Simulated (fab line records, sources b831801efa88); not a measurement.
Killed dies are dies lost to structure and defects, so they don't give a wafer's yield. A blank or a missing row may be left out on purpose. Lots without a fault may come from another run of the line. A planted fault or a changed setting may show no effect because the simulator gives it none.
Problem report in the 8D (eight disciplines) form, filled by code | flow gf180mcu | the parts of the form that need people (team, actions taken, sign-off) are left out

1. THE PROBLEM
VT_IMPLANT_03_OVL at GF_VT_IMPLANT_OVL_MEAS_40 reads a mean of 140.1 nm on 6 wafers of 2 lots; wafers without a fault read 0.0 nm with a standard deviation of 1.5. That is +93 standard deviations from the usual mean.
First seen on wafer L683.4, day 10 06:09, on overlay-01. The record holds 33 wafers of 11 lots with a number at this step. Rule for "out", or "out of limits": more than 4 standard deviations from the usual mean. The other wafers with a number count as sound.

2. WHAT IT IS AND WHAT IT IS NOT
question                    | is                     | is not
which readings at this step | VT_IMPLANT_03_OVL      | -
which lots                  | L683, L684             | L679, L680, L682, L685, L690, L691, L693, L695, L696
which wafers of those lots  | all that have a number | -
read on which gauges        | overlay-01, overlay-02 | -
when                        | from day 10 06:09      | up to then (9 sound wafers); but 18 sound wafers of L685, L690, L691, L693, L695, L696 came after

3. SUSPECTS, AND WHAT RULES EACH OUT
Counting: a tool at a process step up to the reading stays a suspect if it ran every lot that is out and no sound lot after the first of them.
- the gauge at GF_VT_IMPLANT_OVL_MEAS_40: ruled out. The wafers that are out were read on 2 gauges (overlay-01, overlay-02).
- rie_diel-04 at GF_STI_ETCH_13 (etches the open film in CHF3/O2, stops on Si, target depth 282.31 nm, time 112.9 s): ruled out as a lasting fault. Sound lots L691 ran on it after its first lot that is out, L683 (day 4 00:03).
- rie_si-01 at GF_STI_ETCH_14 (etches Si in HBr/Cl2/O2, target depth 360 nm, time 102.9 s): ruled out as a lasting fault. Sound lots L685, L690, L691, L693 ran on it after its first lot that is out, L683 (day 4 00:08).
- iline_stepper-02 at GF_VT_IMPLANT_EXPOSE_37 (exposes mask Nwell HV AREA, target cd 860 nm): kept. It ran every lot that is out, first L683 (day 9 21:50), and no sound lot after that; its last sound lot up to then is L682 (day 9 18:25).
Left after counting: iline_stepper-02 at GF_VT_IMPLANT_EXPOSE_37.

4. THE CAUSE (what the simulator had put in)
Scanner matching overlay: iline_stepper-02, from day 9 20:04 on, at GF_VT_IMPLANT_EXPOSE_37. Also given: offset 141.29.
Counting left only this tool.

5. THE CHAIN OF EFFECTS, in route order
Each row: a reading whose mean over the struck wafers that have a number lies more than 3 standard deviations from the usual. Only readings for which the record gives a usual standard deviation are gone through. hours: the time from each lot's start at the first step in this table that gives one to its start at this step, as a median over the lots. sigmas: the change in usual standard deviations.
hours | step                      | reading           | usual  | on struck wafers | change | sigmas
0     | GF_VT_IMPLANT_OVL_MEAS_40 | VT_IMPLANT_03_OVL | 0.0 nm | 140.1            | +140.1 | +93

6. WHAT WOULD HAVE CAUGHT IT SOONER
In this record the first reading out of limits at a measuring or inspecting step was taken at day 10 06:09, 10 hours after the fault began at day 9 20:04.
Of the tool readings at GF_VT_IMPLANT_EXPOSE_37 for which the record gives a usual standard deviation, none was out on any struck wafer, so an alarm limit of 4 standard deviations on them would not have fired.
All the lots that are out (2) had begun GF_VT_IMPLANT_EXPOSE_37 on iline_stepper-02 by day 10 06:09. A hold on the tool at that time would have spared none of them.
